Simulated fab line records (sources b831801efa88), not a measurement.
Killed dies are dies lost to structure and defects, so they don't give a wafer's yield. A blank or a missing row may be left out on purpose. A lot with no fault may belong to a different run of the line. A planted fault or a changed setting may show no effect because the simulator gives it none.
Which of the tools did it?	flow sky130	33 wafers from 11 lots sampled at 6 of the route's 708 steps

## WHAT EACH GAUGE READ, for each wafer
SKY_METAL1_RS_MEAS_05: measures by four-point-probe.
lot	measured	on	METAL1_ALCU_RS (ohm/sq)
L236	day 33 01:03	film_metro-01	0.1287 0.1279 0.1287
L238	day 33 09:35	film_metro-03	0.1295 0.1298 0.1289
L241	day 33 18:10	film_metro-02	0.1263 0.1244 0.1260
L242	day 34 10:22	film_metro-02	0.1281 0.1289 0.1269
L243	day 34 14:19	film_metro-02	0.1279 0.1288 0.1277
L244	day 34 16:56	film_metro-02	0.1263 0.1254 0.1269
L246	day 35 05:40	film_metro-03	0.1257 0.1276 0.1271
L251	day 36 19:16	film_metro-02	0.1252 0.1265 0.1258
L253	day 37 05:52	film_metro-02	0.1295 0.1282 0.1271
L257	day 39 02:41	film_metro-03	0.1288 0.1285 0.1297
L258	day 39 05:16	film_metro-01	0.1284 0.1280 0.1271

SKY_VIA1_OVL_MEAS_13.
lot	measured	on	VIA1_OVL (nm)
L236	day 35 07:34	overlay-02	-4 -4 -6
L238	day 35 16:35	overlay-01	6 8 9
L241	day 35 23:59	overlay-01	-17 -12 -10
L242	day 36 16:22	overlay-02	-3 -7 2
L243	day 36 20:52	overlay-02	-5 -6 -5
L244	day 36 22:59	overlay-02	4 2 0
L246	day 37 11:13	overlay-02	7 11 8
L251	day 38 23:46	overlay-02	-3 -5 -1
L253	day 39 10:28	overlay-01	-1 4 5
L257	day 41 05:50	overlay-02	-7 -9 -11
L258	day 41 07:29	overlay-02	-13 -8 -6

SKY_VIA1_THK_MEAS_23: measures by xrf.
lot	measured	on	VIA1_W_THK (nm)
L236	day 35 08:34	film_metro-01	267 267 271
L238	day 35 17:37	film_metro-03	275 277 273
L241	day 36 00:59	film_metro-04	280 276 274
L242	day 36 17:22	film_metro-03	279 282 275
L243	day 36 21:52	film_metro-01	274 273 279
L244	day 36 23:59	film_metro-04	277 270 274
L246	day 37 12:14	film_metro-03	273 275 278
L251	day 39 00:51	film_metro-03	280 282 277
L253	day 39 11:28	film_metro-01	271 271 269
L257	day 41 06:50	film_metro-01	269 268 271
L258	day 41 08:42	film_metro-01	270 271 271

SKY_VIA2_RS_MEAS_22: measures by four-point-probe.
lot	measured	on	VIA2_W_RS (ohm/sq)
L236	day 37 15:11	film_metro-04	0.272 0.274 0.274
L238	day 38 00:52	film_metro-04	0.275 0.278 0.275
L241	day 38 08:31	film_metro-02	0.268 0.272 0.268
L242	day 39 00:38	film_metro-02	0.271 0.271 0.271
L243	day 39 04:46	film_metro-04	0.276 0.275 0.271
L244	day 39 09:17	film_metro-02	0.273 0.273 0.275
L246	day 39 17:01	film_metro-04	0.272 0.273 0.273
L251	day 41 05:35	film_metro-02	0.270 0.296 0.276
L253	day 41 15:21	film_metro-02	0.296 0.272 0.299
L257	day 43 09:10	film_metro-02	0.273 0.270 0.273
L258	day 43 11:01	film_metro-04	0.268 0.270 0.269

SKY_VIA2_THK_MEAS_23: measures by xrf.
lot	measured	on	VIA2_W_THK (nm)
L236	day 37 15:19	film_metro-04	425 425 420
L238	day 38 00:59	film_metro-04	428 423 429
L241	day 38 08:37	film_metro-02	440 435 440
L242	day 39 00:45	film_metro-02	437 438 441
L243	day 39 04:53	film_metro-04	426 426 431
L244	day 39 09:23	film_metro-02	434 433 432
L246	day 39 17:08	film_metro-04	429 429 429
L251	day 41 05:41	film_metro-02	433 395 421
L253	day 41 15:28	film_metro-02	393 431 389
L257	day 43 09:17	film_metro-02	429 430 427
L258	day 43 11:08	film_metro-04	440 439 440

## TOOL THAT RAN EACH LOT (tool first, then ch and the chambers of the sampled wafers, then the start)
lot	SKY_VIA2_CVD_21
L236	cvd_w-01 ch 0,1, day 37 15:04
L238	cvd_w-01 ch 0,1, day 38 00:43
L241	cvd_w-02 ch 0,1, day 38 08:23
L242	cvd_w-01 ch 1, day 39 00:30
L243	cvd_w-01 ch 0,1, day 39 04:38
L244	cvd_w-01 ch 0,1, day 39 09:10
L246	cvd_w-02 ch 0,1, day 39 16:53
L251	cvd_w-01 ch 0,1, day 41 05:26
L253	cvd_w-01 ch 0,1, day 41 15:13
L257	cvd_w-02 ch 0,1, day 43 09:01
L258	cvd_w-02 ch 0,1, day 43 10:52
- SKY_VIA2_CVD_21: deposits W, target thk 420 nm, time 126.4 s.

## AS READ BY THE TOOLS THEMSELVES (means over the sampled wafers that have a number; for cases with no such wafer, the mark the record gives instead)
SKY_VIA2_CVD_21.
lot	tool	chamber_pressure_Torr (Torr)	heater_power_w (W)
L236	cvd_w-01	40.06	854
L238	cvd_w-01	39.95	868
L241	cvd_w-02	40.06	802
L242	cvd_w-01	40.09	873
L243	cvd_w-01	39.99	852
L244	cvd_w-01	40.02	858
L246	cvd_w-02	39.98	838
L251	cvd_w-01	38.17	856
L253	cvd_w-01	36.54	865
L257	cvd_w-02	40.04	835
L258	cvd_w-02	40.02	800

## THE ANSWER, worked out from the rows above alone
Rule: the usual values come from the lots themselves. Put in order of their means at a reading, lots are off if they are a third of the lots or fewer, leave a main group of 4 or more, and stand apart from it by a gap of 3 or more times the standard deviation of the main group's means; of several such gaps the widest counts. A main group whose means are all the same, to the digits that the tables above print for the reading, isn't used. A lot without any number at a reading at which 4 lots or more have one is off too. Any other lot the step has rows for is counted as sound. First the gauges in route order, then the tools' own readings, where a lot's mean is used as printed above. The first step at which some lot is off is used, and at that step the reading that is off furthest; a lot without a number counts as furthest.
Off, at SKY_VIA2_CVD_21 on chamber_pressure_Torr: L251, L253. For the main group the mean is 40.02 Torr and the standard deviation 0.042.
If a tool, at that step or one of the process steps before it, ran each lot that is off and ran no sound lot following the first of them, it fits. One candidate fits, namely cvd_w-01 at SKY_VIA2_CVD_21. Its last sound lot is L244 (day 39 09:10), its first lot that is off L251 (day 41 05:26): a fault that began between those two fits.
The tool's own readings at SKY_VIA2_CVD_21 bear it out: on the lots that are off they differ by more than 5 times the standard deviation of the sound lots' means. chamber_pressure_Torr reads 37.36 Torr there against 40.02 Torr on the sound lots.

## WHAT HAD BEEN PUT IN BY THE SIMULATOR
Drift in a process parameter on cvd_w-01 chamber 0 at SKY_VIA2_CVD_21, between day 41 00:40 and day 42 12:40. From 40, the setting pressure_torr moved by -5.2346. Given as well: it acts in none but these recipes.
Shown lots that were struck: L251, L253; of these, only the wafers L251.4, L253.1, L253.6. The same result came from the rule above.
